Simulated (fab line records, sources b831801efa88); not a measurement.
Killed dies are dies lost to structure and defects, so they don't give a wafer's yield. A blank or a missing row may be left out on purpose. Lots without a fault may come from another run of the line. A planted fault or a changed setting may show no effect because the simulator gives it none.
Split-lot experiment | flow sfq_line | 5 lots, 23 wafers read, on a route of 325 steps

THE SPLIT
At SFQ_TRILAYER_I5_BARC_OPEN_VIA_ETCH_200 (etches BARC in O2, target depth 125 nm, time 41.7 s), the setting time_s was moved away from the recipe's 41.7 s on 9 of the 23 wafers read, by -12.7% to -9.0%. The other wafers ran this setting at the recipe's value.

The reading is taken at the split's own step.

THE READING
oes_product_au, in a.u., at SFQ_TRILAYER_I5_BARC_OPEN_VIA_ETCH_200 (etches BARC in O2, target depth 125 nm, time 41.7 s). Fault-free wafers of this fab line usually give 0.686 a.u., standard deviation 0.0037 a.u..

wafer  | tool, chamber at the split | time_s as run, s | against the recipe | oes_product_au, a.u. | against lot-mates on the recipe
L074.1 | rie_diel-01, 0             | 41.7             | recipe             | 0.679                | -
L074.5 | rie_diel-01, 3             | 41.7             | recipe             | 0.687                | -
L074.6 | rie_diel-01, 2             | 41.7             | recipe             | 0.683                | -
L076.1 | rie_diel-03, 1             | 41.7             | recipe             | 0.685                | -
L076.2 | rie_diel-03, 2             | 41.7             | recipe             | 0.690                | -
L076.4 | rie_diel-03, 0             | 41.7             | recipe             | 0.683                | -
L076.5 | rie_diel-03, 2             | 41.7             | recipe             | 0.680                | -
L076.6 | rie_diel-03, 1             | 41.7             | recipe             | 0.687                | -
L077.2 | rie_diel-01, 0             | 36.78            | -11.8%             | 0.731                | +0.045
L077.3 | rie_diel-01, 1             | 41.7             | recipe             | 0.682                | -
L077.4 | rie_diel-01, 2             | 36.78            | -11.8%             | 0.728                | +0.042
L077.5 | rie_diel-01, 3             | 41.7             | recipe             | 0.690                | -
L077.6 | rie_diel-01, 2             | 36.78            | -11.8%             | 0.719                | +0.033
L081.1 | rie_diel-01, 1             | 41.7             | recipe             | 0.686                | -
L081.2 | rie_diel-01, 2             | 41.7             | recipe             | 0.685                | -
L081.3 | rie_diel-01, 0             | 37.93            | -9.0%              | 0.716                | +0.030
L081.4 | rie_diel-01, 3             | 37.93            | -9.0%              | 0.717                | +0.031
L081.5 | rie_diel-01, 0             | 37.93            | -9.0%              | 0.716                | +0.030
L083.1 | rie_diel-03, 1             | 36.4             | -12.7%             | 0.724                | +0.040
L083.2 | rie_diel-03, 2             | 36.4             | -12.7%             | 0.737                | +0.053
L083.4 | rie_diel-03, 2             | 36.4             | -12.7%             | 0.733                | +0.049
L083.5 | rie_diel-03, 1             | 41.7             | recipe             | 0.684                | -
L083.6 | rie_diel-03, 2             | 41.7             | recipe             | 0.683                | -

THE FIT
A straight line over all 23 wafers: oes_product_au changes by -0.00359 a.u. for each +1% of time_s; r = -0.98; the points scatter about the line by 0.0039 a.u..
The same after taking each lot's own level away (the mean of its wafers on the recipe; 23 wafers): -0.00356 a.u. for each +1%; r = -0.98; scatter 0.004 a.u..
On that fit, the largest move of time_s shifts the reading by 0.045 a.u..
The lots' own levels span 0.6830 to 0.6860 a.u., that is 0.8 times the standard deviation above.
So the lot-to-lot level changes the slope little: the two slopes agree.
Check: with one of the wafers moved furthest among these (-12.7%) left out of the fit, the line predicts +0.0459 a.u. for it against its lot-mates. It came out at +0.0405 a.u. against them.
Tool readings at the split's step, against how far the setting was moved: oes_product_au r = -0.98.

OTHER SPLITS ON THESE WAFERS
These wafers also went through other splits before the reading. Each is held against what the fit with the lots' levels taken away leaves over:
other split on the same wafers               | wafers away from the commonest value | r with oes_product_au (lot level and that fit taken away)
SFQ_TRILAYER_R5_DEP_SPUTTER_134 power_w      | 7                                    | -0.18
SFQ_TRILAYER_R5_LITHO_COAT_136 resist_thk_nm | 6                                    | +0.03
SFQ_TRILAYER_R5_ETCH_METAL_ETCH_139 time_s   | 6                                    | +0.05
SFQ_TRILAYER_I5_LITHO_EXPOSE_145 dose_mj     | 9                                    | -0.11

THE WHOLE CHAIN: every reading that the file lists as answering this split, in the file's order
step                                   | what it does                                        | reading                                                                                   | change (the file's fit)                   | r (the file's)
SFQ_TRILAYER_I5_BARC_OPEN_VIA_ETCH_200 | etches BARC in O2, target depth 125 nm, time 41.7 s | oes_product_au                                                                            | -0.00354 a.u. for each +1% of the setting | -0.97
SFQ_TRILAYER_I5_BARC_OPEN_VIA_ETCH_200 | etches BARC in O2, target depth 125 nm, time 41.7 s | KrF_of_TRILAYER_I5_LITHO_COAT_144.thk_nm (the simulator's own value, which no gauge read) | -0.567 nm for each +1% of the setting     | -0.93

THE FILE'S OWN FIT
oes_product_au changes by -0.00354 a.u. for each +1% of time_s, r = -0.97.
